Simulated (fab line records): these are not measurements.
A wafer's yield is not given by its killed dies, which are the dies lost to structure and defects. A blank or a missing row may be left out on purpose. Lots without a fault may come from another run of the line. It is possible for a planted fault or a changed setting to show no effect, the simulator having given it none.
Which tool is to blame?    flow sky130    Sampling: 13 lots, 39 wafers, 2 of 708 route steps

WHAT THE GAUGES SHOWED, per wafer
SKY_SONOS_TUNNEL_TW_MEAS_12.
lot   measured      on             SONOS_TUNNEL_TW
L175  day 11 07:08  film metro-02  197.5 196.2 196.5
L176  day 11 19:26  film metro-01  198.0 197.7 198.4
L178  day 12 11:53  film metro-01  197.1 197.9 196.6
L180  day 13 05:11  film metro-03  197.2 197.3 196.8
L179  day 13 07:37  film metro-01  198.1 199.0 198.5
L181  day 14 04:35  film metro-01  198.6 197.8 198.5
L182  day 14 06:02  film metro-01  197.8 198.1 199.0
L183  day 14 18:04  film metro-02  196.9 197.2 197.1
L184  day 14 22:56  film metro-03  197.8 196.6 197.5
L185  day 15 14:15  film metro-01  197.8 198.1 196.4
L187  day 15 16:41  film metro-01  197.7 197.8 198.4
L190  day 16 08:41  film metro-02  195.8 194.4 195.5
L193  day 17 10:32  film metro-01  200.0 198.6 199.5

SKY_POLY_GATE_CD_MEAS_13 targets a cd of 150 nm.
lot   measured      on         cd nm (nm)
L175  day 16 05:34  cd sem-01  149.2 147.9 149.3
L176  day 16 20:07  cd sem-02  147.6 148.8 149.2
L178  day 17 14:56  cd sem-01  149.8 149.0 150.2
L180  day 18 05:37  cd sem-02  148.1 147.8 148.8
L179  day 18 18:42  cd sem-02  150.1 151.3 151.3
L181  day 19 12:35  cd sem-01  151.1 151.1 152.1
L182  day 19 16:52  cd sem-02  150.0 148.6 149.3
L183  day 20 07:37  cd sem-01  150.8 149.1 147.8
L184  day 20 11:59  cd sem-01  148.5 148.1 149.0
L185  day 21 05:15  cd sem-02  147.7 149.9 149.3
L187  day 21 09:46  cd sem-01  148.0 148.5 148.4
L190  day 21 21:25  cd sem-01  148.5 148.5 149.9
L193  day 23 02:55  cd sem-01  150.1 149.7 151.1

TOOL THAT RAN EACH LOT (tool first, then ch and the chambers of the sampled wafers, then the start)
Before these readings, the record contains no process step.

WHAT THE TOOLS THEMSELVES READ (means of the sampled wafers that have a number; where no wafer has one, the mark that the record gives instead)
The record holds no such reading with a usual standard deviation.

THE ANSWER, worked out from the rows above alone
Rule: the lots themselves supply what counts as usual. Put in order of their means at a reading, lots are off if they are a third of the lots or fewer, leave a main group of 4 or more, and stand apart from it by a gap of 3 or more times the standard deviation of the main group's means; of several such gaps the widest counts. If all means in a main group match to the digits the tables above print for the reading, that group is not used. A lot without any number at a reading at which 4 lots or more have one is off too. All remaining lots with rows at the step are treated as sound. Order of review: gauges by route order, followed by the tools' own readings, for which a lot's mean as printed above is used. At the first step where some lot is off, the reading lying furthest off is the one used; lots without a number count as furthest.
Nothing can be told from this: no lot is off at any reading shown.

WHAT HAD BEEN PUT IN BY THE SIMULATOR
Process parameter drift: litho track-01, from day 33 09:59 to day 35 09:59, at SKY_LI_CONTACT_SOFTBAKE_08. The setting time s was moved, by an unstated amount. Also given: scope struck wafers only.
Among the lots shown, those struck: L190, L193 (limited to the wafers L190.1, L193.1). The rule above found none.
